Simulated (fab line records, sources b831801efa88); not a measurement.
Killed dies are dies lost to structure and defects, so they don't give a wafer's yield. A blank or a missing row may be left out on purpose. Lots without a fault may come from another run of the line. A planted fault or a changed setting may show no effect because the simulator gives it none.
fab line records | flow sky130
record lots=13 wafers=39 last_day=50
route steps=708 shown LI_CONTACT@379 VIA4@650 PASSIVATION@684 PAD_OPEN@707
lots that met no fault: from a run of the same line without faults
start_h: hours from the record's first day to the start of the lot's first wafer shown | wait_h: hours since the lot's step before | " the same as in the row above | L1.1+2: a row that stands for several wafers | - no value, or no start given | * or withheld: withheld | < > ~ a bound
route shown NAME@n: a module of which the file shows steps, and the number in the route of the first | usual: mean/standard deviation of fault-free wafers | same: alike in all rows | chamber/n: place in a boat | sites: the reading at each site | _std_site: their standard deviation | _edge_site: outer sites' mean less inner sites' | radius_mm: how far each site lies from the wafer's centre | mask NAME#n: copy n | behind: the tool/chamber that last shaped the wafer | hold: why the lot was held/for how many hours/how that ended | device: the transistor (n, p or np) that didn't switch | end of line: the same wafers' tests at the end of the route | a step without rows: its recipe alone | killed: dies lost to structure and defects at the first sort, not the wafer's yield | map: a wafer's dies, x killed, . not, _ none there
set.NAME: the setting as run; set.NAME@STEP: as run at that earlier step | model.NAME: the simulator's own value behind a step, which no gauge read
steps of the route over a sample of lots; a table a step, a row a wafer
services: from which hour (start_h, from the record's first day; less than 0 if before it) a tool's chamber was out of use, for how many hours, and why
## steps
# step SKY_LI_CONTACT_CLEAN_17
# recipe chemistry=NMP time_s=600 temp_c=60 dry=n2_spin
# columns lot.wafer tool chamber start_h wait_h
L357.1+3+5 wet_bench-03 0 675.07 0.1
L358.1+3+4 wet_bench-03 1 691.12 0.1
L360.2+3+5 wet_bench-03 3 701.72 0.1
L361.1+5+6 wet_bench-04 2 705.60 0.1
L363.3+4+5 wet_bench-01 2 730.17 0.0
L364.1+3+5 wet_bench-04 1 731.95 0.1
L365.3+4+5 wet_bench-04 2 750.90 0.0
L366.1+3+4 wet_bench-01 0 753.82 0.1
L367.1+3+4 wet_bench-03 3 758.15 0.1
L375.2+3+6 wet_bench-03 2 843.15 0.1
L376.1+2+6 wet_bench-01 0 843.50 0.1
L378.3+4+5 wet_bench-03 1 844.82 0.0
L377.2+3+5 wet_bench-03 0 847.38 0.1
# step SKY_VIA4_OVL_MEAS_11
# usual VIA4_OVL=0.7/1.6
# columns lot.wafer tool chamber start_h wait_h VIA4_OVL[nm]
L357.1 overlay-01 - 1003.37 0.1 -0.1
L357.3 " - " " 1.4
L357.5 " - " " 2.2
L358.1 overlay-02 - 1011.04 0.1 1.5
L358.3 " - " " 1.3
L358.4 " - " " 0.1
L360.2 overlay-01 - 1025.84 0.1 1.4
L360.3 " - " " 1.5
L360.5 " - " " 1.6
L361.1 overlay-01 - 1029.09 0.1 -0.9
L361.5 " - " " -2.0
L361.6 " - " " -1.3
L363.3 overlay-02 - 1050.28 0.1 2.0
L363.4 " - " " 0.4
L363.5 " - " " 2.6
L364.1 overlay-01 - 1052.07 0.1 -0.2
L364.3 " - " " 0.5
L364.5 " - " " -0.3
L365.3 overlay-02 - 1059.95 0.1 1.2
L365.4 " - " " 1.0
L365.5 " - " " 0.8
L366.1 overlay-02 - 1069.02 0.1 2.0
L366.3 " - " " 1.8
L366.4 " - " " 2.8
L367.1 overlay-02 - 1070.72 0.1 2.0
L367.3 " - " " 3.6
L367.4 " - " " 4.5
L375.2 overlay-01 - 1137.19 0.1 1.9
L375.3 " - " " -2.8
L375.6 " - " " -0.4
L376.1 overlay-01 - 1137.49 0.1 -1.4
L376.2 " - " " -1.0
L376.6 " - " " 0.3
L378.3 overlay-02 - 1138.15 0.1 0.6
L378.4 " - " " -1.2
L378.5 " - " " 0.7
L377.2 overlay-01 - 1140.28 0.1 2.3
L377.3 " - " " 1.7
L377.5 " - " " 1.3
# step SKY_PASSIVATION_THK_MEAS_03
# recipe reads=Si3N4_of_PASSIVATION_CVD_02
# usual PASSIVATION_CVD_02_THK=545/7.3
# columns lot.wafer tool chamber start_h wait_h PASSIVATION_CVD_02_THK[nm]
L357.1 film_metro-02 - 1028.86 - 542
L357.3 " - " " 535
L357.5 " - " " 540
L358.1 film_metro-03 - 1035.26 - 542
L358.3 " - " " 528
L358.4 " - " " 542
L360.2 film_metro-02 - 1052.10 - 535
L360.3 " - " " 530
L360.5 " - " " 546
L361.1 film_metro-03 - 1054.59 - 554
L361.5 " - " " 563
L361.6 " - " " 567
L363.3 film_metro-03 - 1075.08 - 539
L363.4 " - " " 541
L363.5 " - " " 538
L364.1 film_metro-03 - 1076.54 - 540
L364.3 " - " " 537
L364.5 " - " " 547
L365.3 film_metro-02 - 1083.26 - 546
L365.4 " - " " 541
L365.5 " - " " 543
L366.1 film_metro-01 - 1092.46 - 547
L366.3 " - " " 543
L366.4 " - " " 553
L367.1 film_metro-02 - 1094.51 - 535
L367.3 " - " " 544
L367.4 " - " " 546
L375.2 film_metro-03 - 1157.79 - 547
L375.3 " - " " 547
L375.6 " - " " 557
L376.1 film_metro-03 - 1158.39 - 539
L376.2 " - " " 538
L376.6 " - " " 544
L378.3 film_metro-01 - 1159.06 - 546
L378.4 " - " " 559
L378.5 " - " " 554
L377.2 film_metro-03 - 1161.45 - 547
L377.3 " - " " 545
L377.5 " - " " 552
# step SKY_PAD_OPEN_BOW_MEAS_13
# recipe mode=bow
# usual PAD_OPEN_BOW=44/7.8
# columns lot.wafer tool chamber start_h wait_h PAD_OPEN_BOW[um]
L357.1 film_metro-03 - 1075.84 - 45
L357.3 " - " " 46
L357.5 " - " " 47
L358.1 film_metro-02 - 1081.78 - 44
L358.3 " - " " 34
L358.4 " - " " 28
L360.2 film_metro-02 - 1096.30 - 58
L360.3 " - " " 44
L360.5 " - " " 51
L361.1 film_metro-02 - 1099.18 - 56
L361.5 " - " " 48
L361.6 " - " " 46
L363.3 film_metro-02 - 1116.76 - 49
L363.4 " - " " 51
L363.5 " - " " 59
L364.1 film_metro-03 - 1119.15 - 46
L364.3 " - " " 50
L364.5 " - " " 40
L365.3 film_metro-04 - 1124.82 - 52
L365.4 " - " " 48
L365.5 " - " " 55
L366.1 film_metro-03 - 1131.89 - 50
L366.3 " - " " 28
L366.4 " - " " 36
L367.1 film_metro-04 - 1133.78 - 51
L367.3 " - " " 54
L367.4 " - " " 52
L375.2 film_metro-03 - 1193.64 - 47
L375.3 " - " " 38
L375.6 " - " " 46
L376.1 film_metro-04 - 1194.74 - 25
L376.2 " - " " 17
L376.6 " - " " 32
L378.3 film_metro-03 - 1195.66 - 51
L378.4 " - " " 42
L378.5 " - " " 43
L377.2 film_metro-04 - 1197.81 - 56
L377.3 " - " " 52
L377.5 " - " " 49
# step SKY_PAD_OPEN_PROBE_99
# usual killed_at_M0_to_M3=43/6.9 killed_at_M4_up=3.1/1.9 killed_at_contacts=24/5.4 killed_at_front_end=14/4.3 killed_at_other=0.3/0.53 killed_dies=84/9.5 killed_open=46/6.8 killed_short=38/6
# same gross_dies=492 killed_at_back_side=0
# columns lot.wafer tool chamber start_h wait_h killed_at_M0_to_M3 killed_at_M4_up killed_at_contacts killed_at_front_end killed_at_other killed_dies killed_open killed_short
L357.1 prober-02 - 1075.96 0.1 49 4 20 14 0 87 50 37
L357.3 prober-02 - 1076.06 0.2 43 2 18 11 0 74 35 39
L357.5 prober-02 - 1076.16 0.2 32 0 24 11 0 67 47 20
L360.2 prober-01 - 1096.45 0.1 40 3 22 5 0 70 37 33
L360.3 prober-01 - 1096.50 0.2 43 2 20 17 1 83 41 42
L360.5 prober-01 - 1096.60 0.2 31 3 23 24 0 81 33 48
L366.1 prober-01 - 1132.01 0.1 35 1 25 11 0 72 42 29
L366.3 prober-01 - 1132.11 0.2 43 1 34 10 0 88 50 38
L366.4 prober-01 - 1132.16 0.2 39 3 27 11 0 80 44 36
L367.1 prober-02 - 1133.90 0.1 32 4 24 16 0 76 44 32
L367.3 prober-02 - 1134.00 0.2 44 5 27 16 0 92 49 43
L367.4 prober-02 - 1134.05 0.2 55 2 32 11 1 101 56 45
L375.2 prober-02 - 1193.79 0.1 37 4 73 9 0 123 39 33
L375.3 prober-02 - 1193.84 0.2 36 1 66 15 0 118 37 34
L375.6 prober-02 - 1193.99 0.2 25 3 75 12 0 115 32 31
# killed by level:class
L357.1 VIA1:geometric_particle:open=11 LI_CONTACT:geometric_particle:open=8 VIA3:geometric_particle:open=7 METAL1:geometric_particle:short=6 VIA2:geometric_particle:open=6 CONTACT:geometric_particle:open=5 VIA1:geometric_particle:short=5 POLY_GATE:geometric_particle:open=4
L357.3 VIA1:geometric_particle:open=9 VIA2:geometric_particle:open=7 METAL2:geometric_particle:short=5 LOCAL_INTERCONNECT:geometric_particle:short=5 VIA1:geometric_particle:short=5 VIA3:geometric_particle:open=5 FIELD_ISO:geometric_particle:short=4 LI_CONTACT:geometric_particle:open=4
L357.5 VIA1:geometric_particle:open=11 CONTACT:geometric_particle:open=9 LI_CONTACT:geometric_particle:open=7 FIELD_ISO:geometric_particle:open=5 VIA1:geometric_particle:short=4 CONTACT:geometric_particle:short=3 VIA3:geometric_particle:open=3 VIA2:geometric_particle:open=3
L360.2 VIA1:geometric_particle:open=15 CONTACT:geometric_particle:short=7 CONTACT:geometric_particle:open=6 VIA1:geometric_particle:short=4 VIA2:geometric_particle:short=4 LI_CONTACT:geometric_particle:open=3 LOCAL_INTERCONNECT:geometric_particle:short=3 METAL4:geometric_particle:short=3
L360.3 FIELD_ISO:geometric_particle:open=9 VIA1:geometric_particle:open=7 METAL1:geometric_particle:short=7 VIA2:geometric_particle:short=6 VIA2:geometric_particle:open=6 FIELD_ISO:geometric_particle:short=5 LOCAL_INTERCONNECT:geometric_particle:short=5 CONTACT:geometric_particle:open=5
L360.5 FIELD_ISO:geometric_particle:short=7 VIA2:geometric_particle:open=7 FIELD_ISO:geometric_particle:open=6 CONTACT:geometric_particle:short=6 METAL1:geometric_particle:short=6 POLY_GATE:geometric_particle:short=5 LOCAL_INTERCONNECT:geometric_particle:short=5 LI_CONTACT:geometric_particle:open=5
L366.1 LI_CONTACT:geometric_particle:open=11 VIA1:geometric_particle:open=9 CONTACT:geometric_particle:open=7 VIA3:geometric_particle:open=7 CONTACT:geometric_particle:short=5 VIA1:geometric_particle:short=4 FIELD_ISO:geometric_particle:short=3 POLY_GATE:geometric_particle:short=3
L366.3 CONTACT:geometric_particle:open=13 VIA1:geometric_particle:open=12 LI_CONTACT:geometric_particle:open=9 METAL2:geometric_particle:short=6 LI_CONTACT:geometric_particle:short=6 VIA3:geometric_particle:short=6 VIA2:geometric_particle:open=5 VIA3:geometric_particle:open=4
L366.4 LI_CONTACT:geometric_particle:open=10 CONTACT:geometric_particle:open=10 LOCAL_INTERCONNECT:geometric_particle:short=6 VIA3:geometric_particle:short=6 VIA1:geometric_particle:open=5 VIA1:geometric_particle:short=5 VIA2:geometric_particle:open=5 VIA3:geometric_particle:open=5
L367.1 LI_CONTACT:geometric_particle:open=10 CONTACT:geometric_particle:open=8 VIA1:geometric_particle:open=8 METAL1:geometric_particle:open=5 METAL1:geometric_particle:short=5 POLY_GATE:geometric_particle:short=4 METAL2:geometric_particle:short=4 FIELD_ISO:geometric_particle:open=3
L367.3 VIA1:geometric_particle:open=12 LI_CONTACT:geometric_particle:open=9 CONTACT:geometric_particle:open=7 METAL1:geometric_particle:short=7 FIELD_ISO:geometric_particle:short=4 CONTACT:geometric_particle:short=4 POLY_GATE:geometric_particle:short=4 METAL2:geometric_particle:short=4
L367.4 VIA1:geometric_particle:open=10 LI_CONTACT:geometric_particle:open=8 VIA3:geometric_particle:open=7 CONTACT:geometric_particle:open=7 CONTACT:geometric_particle:short=6 METAL1:geometric_particle:short=6 METAL2:geometric_particle:short=6 METAL2:geometric_particle:open=6
L375.2 LI_CONTACT:unspecified=51 CONTACT:geometric_particle:open=10 VIA1:geometric_particle:open=7 LI_CONTACT:geometric_particle:open=6 METAL3:geometric_particle:short=6 VIA2:geometric_particle:open=5 LOCAL_INTERCONNECT:geometric_particle:short=4 METAL1:geometric_particle:short=4
L375.3 LI_CONTACT:unspecified=46 POLY_GATE:geometric_particle:open=8 CONTACT:geometric_particle:open=7 VIA3:geometric_particle:open=7 LI_CONTACT:geometric_particle:short=5 VIA1:geometric_particle:open=5 METAL1:geometric_particle:short=5 METAL3:geometric_particle:short=5
L375.6 LI_CONTACT:unspecified=52 VIA2:geometric_particle:open=7 CONTACT:geometric_particle:short=5 CONTACT:geometric_particle:open=5 POLY_GATE:geometric_particle:short=4 LI_CONTACT:geometric_particle:open=4 LOCAL_INTERCONNECT:geometric_particle:short=4 VIA1:geometric_particle:open=4
## services
# columns tool chamber start_h hours kind
wet_bench-03 - 749.70 5.9 repair
## key
first_sign step=SKY_PAD_OPEN_PROBE_99 reading=killed_at_contacts direction=up sigmas=8.9 usual=24 struck=71
effect step=SKY_PAD_OPEN_PROBE_99 reading=killed_dies direction=up sigmas=3.7 usual=84 struck=119
met_at SKY_LI_CONTACT_CLEAN_17
struck_lots L375
struck_wafers L375.2,L375.3,L375.6
tester_left_out L375
not_acting_at SKY_VIA4_OVL_MEAS_11,SKY_PASSIVATION_THK_MEAS_03,SKY_PAD_OPEN_BOW_MEAS_13
fault kind=chamber_particle_source tool=wet_bench-03 chamber=2 onset_h=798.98 steps=SKY_LI_CONTACT_CLEAN_17 rate_per_visit_cm2=0.63503 end_h=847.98
# tester_left_out: of these lots the tester's yield and bins aren't shown, on N5 and GAA mostly nor the transistor test; their killed dies are dies lost to structure and defects alone, not to doping, threshold or leakage, so they don't give the yield
